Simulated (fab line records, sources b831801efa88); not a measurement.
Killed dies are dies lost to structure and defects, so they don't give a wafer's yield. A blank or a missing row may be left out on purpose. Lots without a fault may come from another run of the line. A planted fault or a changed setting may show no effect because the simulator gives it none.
One fault seen from 2 desks | flow sky130 | each desk has only its own numbers; what lay behind them comes last

THE METROLOGY DESK
What the gauges read, lot by lot, whatever tool the lot ran on: means of the sampled wafers that have a number. A lot is out of limits, marked OUT, if its mean lies more than 4 standard deviations from the usual mean; the brackets give that distance.
Columns: A = METAL2_ALCU_THK at SKY_METAL2_THK_MEAS_06, usual 251 nm
lot  | first seen here | A
L656 | day 33 11:11    | 251
L657 | day 34 03:13    | 245
L658 | day 34 12:55    | 251
L659 | day 35 02:29    | 247
L661 | day 35 13:53    | 256
L663 | day 36 04:45    | 252
L673 | day 39 08:28    | 254
L674 | day 39 12:01    | 249
L675 | day 39 23:18    | 250
L677 | day 40 11:41    | 255
L678 | day 40 22:27    | 254
L679 | day 41 03:22    | 255
This desk's finding: nothing out of limits on any of the 12 lots.

THE TOOL OWNER'S DESK: pvd_sputter-04
The tool's own readings at SKY_METAL3_SPUTTER_01 (material TiN, target thk 20 nm, time 16.7 s): means of the sampled wafers that have a number, for each lot that ran on this tool. A lot is out of limits, marked OUT, if its mean lies more than 4 standard deviations from the usual mean; the brackets give that distance.
Columns: A = cathode_dc_power_W at SKY_METAL3_SPUTTER_01, usual 6500.0 W; B = throttle_valve_pct at SKY_METAL3_SPUTTER_01, usual 30.0 %
lot  | first seen here | A                        | B
L656 | day 35 20:35    | 6500.0                   | 30.0
L657 | day 36 11:01    | 6499.2                   | 29.4
L658 | day 36 20:58    | 6499.7                   | 29.3
L673 | day 41 12:05    | 6770.0 (+99 or more) OUT | 30.3
L674 | day 41 16:01    | 6770.3 (+99 or more) OUT | 31.4
This desk's finding: out of limits on L673, L674; first on L673, day 41 12:05 (cathode_dc_power_W at SKY_METAL3_SPUTTER_01). In limits: L656, L657, L658.

PUT TOGETHER
The tool owner's desk could have raised an alarm at day 41 12:05, on L673, L674.
The metrology desk saw nothing out of limits.
The metrology desk has L673, L674 on record, within its limits.
Of the lots named, all ran SKY_METAL3_SPUTTER_01 on pvd_sputter-04.

WHAT THE SIMULATOR HAD PUT IN
Process parameter drift: pvd_sputter-04, from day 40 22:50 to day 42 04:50, at SKY_METAL3_SPUTTER_01. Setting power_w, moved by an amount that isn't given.
Lots struck among those shown: L673, L674.
Hours from the fault's start to each desk's first reading out of limits: the tool owner's desk, 13.
